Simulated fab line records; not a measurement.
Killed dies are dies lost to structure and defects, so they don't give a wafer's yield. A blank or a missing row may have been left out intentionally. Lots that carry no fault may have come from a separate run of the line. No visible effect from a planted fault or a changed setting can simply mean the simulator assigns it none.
Struck lot and sound lot, side by side | flow sky130 | 18 steps out of a route of 708
Sound: these wafers, L553.2, L553.3, L553.5. Struck: wafers L561.4, L561.5, L561.6. Last of all comes the cause.
Order at every step that has rows: each side's tool, ch and its chambers, its first start. Under that, the readings that differ: sound wafers | struck wafers | difference of the means | sigmas: that difference in standard deviations of wafers without a fault.
alike: readings with means less than 2 such deviations apart, plus words and numbers identical on both sides. not compared: withheld readings, readings lacking a value on some wafer, bounds such as >300 that could conceal the same value, and numbers that have no deviation in the record and whose values overlap.
Wherever a step has rows on one side only, a row that says differs or no value, or a row with sigmas, the two part there. Non-overlapping numbers with no deviation appear without sigmas and do not part them. A reading that every wafer of one side lacks parts them only if that side has two wafers or more.

first, 4 steps without rows for these wafers: SKY_VT_ADJUST_PCH_SOFTBAKE_03; SKY_VT_ADJUST_PCH_EXPOSE_04 (exposes mask NWM, target cd 840 nm); SKY_VT_ADJUST_PCH_PEB_05; SKY_VT_ADJUST_PCH_DEVELOP_06 (develop time 60 s).
SKY_VT_ADJUST_PCH_OVL_MEAS_07:
  struck on overlay-01, day 13 09:58; sound on overlay-01, day 10 10:57
  alike: VT_ADJUST_PCH_OVL
next, for these wafers, 1 step has no rows: SKY_VT_ADJUST_PCH_IMPLANT_08.
SKY_VT_ADJUST_PCH_STRIP_09: strips in O2/N2.
  sound on plasma asher-02 ch 1, day 10 11:08; struck on plasma asher-03 ch 0,1, day 13 10:10
  reading                     | sound       | struck      | difference | sigmas
  drypump motor current A (A) | 5.0 5.0 5.0 | 5.7 6.2 5.7 | +0.9       | +2
  alike: o2 flow sccm, oes product au, strip time to endpoint s
  not compared: rf hours counter h
SKY_VT_ADJUST_PCH_TW_MEAS_10:
  struck on film metro-02, day 13 10:16; sound on film metro-02, day 10 11:14
  alike: VT_ADJUST_PCH_TW
then, 4 steps without rows for these wafers: SKY_SONOS_TUNNEL_DEHYDRATE_00 (time 60 s); SKY_SONOS_TUNNEL_HMDS_01 (prime time 60 s); SKY_SONOS_TUNNEL_COAT_02 (resist thk 1140 nm); SKY_SONOS_TUNNEL_SOFTBAKE_03 (time 60 s).
SKY_SONOS_TUNNEL_EXPOSE_04: exposes mask TUNM, target cd 410 nm.
  sound on iline stepper-02 ch 0, day 10 22:41; struck on iline stepper-02 ch 0, day 13 23:20
  reading              | sound                | struck            | difference | sigmas
  exposure dose mJ cm2 | 135.96 135.86 135.86 | 87.73 87.65 87.73 | -48.19     | -99 or more
  alike: mask, focus offset nm
then, 2 steps without rows for these wafers: SKY_SONOS_TUNNEL_PEB_05; SKY_SONOS_TUNNEL_DEVELOP_06 (develop time 60 s).
SKY_SONOS_TUNNEL_CD_MEAS_07: the cd target is 410 nm.
  struck on cd sem-01, day 14 12:14; sound on cd sem-01, day 11 09:49
  reading    | sound             | struck            | difference | sigmas
  cd nm (nm) | 411.3 409.1 411.4 | 284.7 284.6 282.4 | -126.7     | -60
  not compared: hold
SKY_SONOS_TUNNEL_OVL_MEAS_08:
  sound wafers here have rows in the record (overlay-01, day 11 09:55); struck ones have none
SKY_PAD_OPEN_PROBE_99:
  sound wafers here have rows in the record (prober-01, day 46 03:10); struck ones have none

WHERE THEY PART
Earliest at SKY_VT_ADJUST_PCH_STRIP_09; latest, in this record, at SKY_PAD_OPEN_PROBE_99.

WHY: whatever the simulator had introduced
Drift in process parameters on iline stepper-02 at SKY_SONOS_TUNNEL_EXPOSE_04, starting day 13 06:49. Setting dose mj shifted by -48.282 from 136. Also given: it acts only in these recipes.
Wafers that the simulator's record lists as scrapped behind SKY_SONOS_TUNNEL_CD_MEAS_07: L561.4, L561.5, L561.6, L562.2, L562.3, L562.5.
